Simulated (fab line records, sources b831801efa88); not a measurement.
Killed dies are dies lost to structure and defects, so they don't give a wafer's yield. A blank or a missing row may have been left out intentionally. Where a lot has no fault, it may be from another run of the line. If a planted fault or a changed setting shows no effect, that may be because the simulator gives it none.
Comparing a struck lot with a sound one | flow sky130 | 31 out of 708 route steps
Sound: wafers L367.2, L367.3, L367.4. Struck: wafer L382.2 (left out: L382.6, a lot-mate that was not struck); the cause follows at the end.
Each step with rows lists, per side, the tool, then ch with its chambers, then its first start. Under that, the readings that differ: sound wafers | struck wafers | difference of the means | sigmas: that difference in standard deviations of wafers without a fault.
alike: a reading whose means differ by less than 2 such deviations, as well as words and numbers matching on both sides. not compared: withheld readings; readings where some wafer has no value; bounds like >300 that might hide an equal value; numbers whose values overlap and for which the record gives no deviation.
The two part at a step that has a row with sigmas, a row that says differs or no value, or rows on one side only. Numbers that don't overlap but have no deviation are shown without sigmas and don't part them. Lack of a reading on every wafer of one side parts them only where that side has two or more wafers.

SKY_LI_CONTACT_OVL_MEAS_13:
  sound on overlay-02 at day 29 07:29; struck on overlay-02 at day 34 04:29
  alike: LI_CONTACT_OVL
SKY_LI_CONTACT_ETCH_14: etches BARC in N2/H2, stops on SiO2, time 45.9 s, target depth 60 nm.
  sound on rie_diel-04 ch 0,1,3, day 29 07:31; struck on rie_diel-01 ch 3, day 34 04:31
  reading                | sound | struck | difference | sigmas
  rf_hours_counter_h (h) | 6 3 7 | 8      | +3         |
  alike: drypump_motor_current_A, oes_product_au, throttle_valve_pct
SKY_LI_CONTACT_ETCH_15: etches PSG in C4F8/O2/Ar, stops on Si, target depth 600 nm.
  sound on rie_diel-04 ch 0,1,3, day 29 07:33; struck on rie_diel-01 ch 3, day 34 04:33
  alike: oes_product_au
then, 4 steps without rows for these wafers: SKY_LI_CONTACT_STRIP_16 (strips in O2/N2); SKY_LI_CONTACT_CLEAN_17 (cleans in NMP, time 600 s); SKY_LI_CONTACT_PRE_CLEAN_18 (time 5.6 s); SKY_LI_CONTACT_SPUTTER_19 (material Ti, target thk 20 nm, time 106.37 s).
SKY_LI_CONTACT_SPUTTER_20: material TiN, target thk 20 nm, time 80 s.
  sound on pvd_sputter-03 at day 29 08:00; struck on pvd_sputter-02 at day 34 05:01
  alike: throttle_valve_pct
then, 1 step without rows for these wafers: SKY_LI_CONTACT_CVD_21 (deposits W, target thk 400 nm, time 120.56 s).
SKY_LI_CONTACT_RS_MEAS_22: a four-point-probe measurement.
  sound on film_metro-01 at day 29 08:13; struck on film_metro-01 at day 34 05:14
  alike: LI_CONTACT_W_RS
SKY_LI_CONTACT_THK_MEAS_23: measures by xrf.
  sound on film_metro-01 at day 29 08:19; struck on film_metro-01 at day 34 05:20
  alike: LI_CONTACT_W_THK
then, 1 step without rows for these wafers: SKY_LI_CONTACT_CMP_24 (polishes, stops on PSG, t overpolish 20 s, target thk 0 nm).
SKY_LOCAL_INTERCONNECT_SPUTTER_00: material TiN, target thk 100 nm, time 83.3 s.
  sound on pvd_sputter-01 at day 29 08:40; struck on pvd_sputter-01 at day 34 06:14
  alike: throttle_valve_pct
  not compared: model.TiN_of_LOCAL_INTERCONNECT_SPUTTER_00.thk_nm
SKY_LOCAL_INTERCONNECT_RS_MEAS_01: a four-point-probe measurement.
  sound on film_metro-04 at day 29 08:45; struck on film_metro-03 at day 34 06:19
  alike: LOCAL_INTERCONNECT_TIN_RS
SKY_LOCAL_INTERCONNECT_THK_MEAS_02: measures by xrf.
  sound on film_metro-04 at day 29 08:52; struck on film_metro-03 at day 34 06:26
  alike: LOCAL_INTERCONNECT_TIN_THK
then, 8 steps without rows for these wafers: SKY_LOCAL_INTERCONNECT_DEHYDRATE_03 (time 60 s); SKY_LOCAL_INTERCONNECT_HMDS_04 (prime time 60 s); SKY_LOCAL_INTERCONNECT_COAT_05 (resist thk 60 nm); SKY_LOCAL_INTERCONNECT_COAT_06 (resist thk 450 nm); SKY_LOCAL_INTERCONNECT_SOFTBAKE_07 (time 90 s); SKY_LOCAL_INTERCONNECT_EXPOSE_08 (exposes mask LI1M, target cd 170 nm); SKY_LOCAL_INTERCONNECT_PEB_09; SKY_LOCAL_INTERCONNECT_DEVELOP_10 (develop time 60 s).
SKY_LOCAL_INTERCONNECT_CD_MEAS_11 targets a cd of 170 nm.
  sound on cd_sem-02 at day 30 13:03; struck on cd_sem-02 at day 35 09:16
  alike: cd_nm
SKY_LOCAL_INTERCONNECT_OVL_MEAS_12:
  sound on overlay-02 at day 30 13:10; struck on overlay-01 at day 35 09:22
  alike: LOCAL_INTERCONNECT_OVL
SKY_LOCAL_INTERCONNECT_ETCH_13: etches BARC in N2/H2, stops on SiO2, time 45.9 s, target depth 60 nm.
  sound on rie_metal-04 ch 0, day 30 13:13; struck on rie_metal-01 ch 1, day 35 09:24
  reading                | sound | struck | difference                   | sigmas
  rf_hours_counter_h (h) | - - - | 7      | no value on the sound wafers |
  alike: drypump_motor_current_A, oes_product_au, throttle_valve_pct
SKY_LOCAL_INTERCONNECT_METAL_ETCH_14: etches TiN in Cl2/BCl3, stops on PSG, target depth 110 nm, time 31.4 s.
  sound on rie_metal-04 ch 0, day 30 13:20; struck on rie_metal-01 ch 1, day 35 09:28
  reading                | sound | struck | difference                   | sigmas
  rf_hours_counter_h (h) | - - - | 7      | no value on the sound wafers |
  alike: drypump_motor_current_A, oes_product_au, throttle_valve_pct
  not compared: model.LOCAL_INTERCONNECT.feature_depth_nm, model.etch.depth_nm
SKY_LOCAL_INTERCONNECT_STRIP_15: strips in O2/N2.
  sound on plasma_asher-02 ch 0,1, day 30 13:25; struck on plasma_asher-02 ch 1, day 35 09:31
  alike: drypump_motor_current_A, oes_product_au, strip_time_to_endpoint_s
  not compared: rf_hours_counter_h
SKY_LOCAL_INTERCONNECT_STRIP_16: strips in post etch residue remover, time 1200 s.
  sound on wet_bench-04 ch 2, day 30 13:31; struck on wet_bench-02 ch 0, day 35 09:37
  not compared: model.TiN_of_LOCAL_INTERCONNECT_SPUTTER_00.thk_nm
then, 1 step without rows for these wafers: SKY_LOCAL_INTERCONNECT_CLEAN_17 (cleans in IPA, time 180 s).
-- a jump in the record: the struck wafers' starts before and after are 14 days apart (it breaks off in module LOCAL_INTERCONNECT and resumes in module PAD_OPEN, where the first step shown is number 708 of the route) --
SKY_PAD_OPEN_PROBE_99:
  sound on prober-02 at day 45 22:49; struck on prober-01 at day 49 10:10
  reading         | sound | struck | difference | sigmas
  killed_at_M4_up | 1 2 2 | 6      | +4         | +2
  alike: killed_at_M0_to_M3, killed_at_contacts, killed_at_front_end, killed_at_other, killed_dies, killed_open, killed_short
  not compared: model.etest.res_li.rs_ohm_sq

== WHERE THEY PART ==
First at SKY_LOCAL_INTERCONNECT_ETCH_13; last, within this record, at SKY_PAD_OPEN_PROBE_99.

WHY: what the simulator had put in
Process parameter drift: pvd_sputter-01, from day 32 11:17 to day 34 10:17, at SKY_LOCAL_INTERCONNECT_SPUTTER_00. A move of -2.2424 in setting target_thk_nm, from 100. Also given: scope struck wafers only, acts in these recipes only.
